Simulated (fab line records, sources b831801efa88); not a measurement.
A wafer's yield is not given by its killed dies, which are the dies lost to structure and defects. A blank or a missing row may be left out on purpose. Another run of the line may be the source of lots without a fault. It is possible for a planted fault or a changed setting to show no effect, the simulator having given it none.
Matching of chambers -- flow gf180mcu -- 4 sister chambers for GF_V2_ETCH_16 on rie diel-02
The step etches BARC in N2/H2. 14 wafers are shown with their chamber, then 7 later ones without.

## EACH WAFER AND ITS CHAMBER
wafer,chamber,oes product au (a.u.),throttle valve pct (%)
L712.2,0,0.849,13.237
L712.3,3,0.862,13.216
L712.4,2,0.857,13.216
L713.1,1,0.853,13.238
L713.5,0,0.855,13.215
L713.6,3,0.864,13.225
L716.2,3,0.857,13.228
L716.5,3,0.852,13.224
L716.6,0,0.857,13.230
L719.2,1,0.854,13.213
L719.3,3,0.852,13.213
L719.5,2,0.855,13.230
L731.2,0,0.852,13.210
L731.5,3,0.855,13.230

SIGNATURES (means of the wafers above)
reading,chamber 0,chamber 1,chamber 2,chamber 3,scatter within a chamber
oes product au,0.85325,0.85350,0.85600,0.85700,0.00409
throttle valve pct,13.22300,13.22550,13.22300,13.22267,0.0106
Rule: for each reading, subtract the chamber's mean from the wafer's reading, divide by that reading's scatter and square the result; add these up over the readings and take the root, which gives the wafer's distance from the chamber. The wafer belongs to the nearest chamber; if the next one is less than 2 further off, it can't be placed. The scatter is the square root of a quotient: the sum, over the shown wafers, of each reading's squared deviation from its chamber's mean, divided by wafers minus chambers.

## WAFERS WITH NO CHAMBER GIVEN
wafer,oes product au (a.u.),throttle valve pct (%)
L731.6,0.840,13.243
L730.1,0.853,13.221
L730.3,0.856,13.218
L730.5,0.852,13.213
L734.1,0.853,13.208
L734.4,0.852,13.215
L734.5,0.858,13.228

## CHAMBER TAKEN BY EACH
wafer,from the rows above,in truth
L731.6,can't be placed: 1 or 0 or 2 or 3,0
L730.1,can't be placed: 0 or 1 or 2 or 3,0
L730.3,can't be placed: 2 or 3 or 0 or 1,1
L730.5,can't be placed: 0 or 1 or 2 or 3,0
L734.1,can't be placed: 0 or 2 or 1 or 3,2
L734.4,can't be placed: 0 or 1 or 2 or 3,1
L734.5,can't be placed: 3 or 2 or 1 or 0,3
Placed correctly: 0 of 7. Unplaceable from these rows: 7, with the true chamber sitting among the candidates in 7. Placed wrongly: 0.
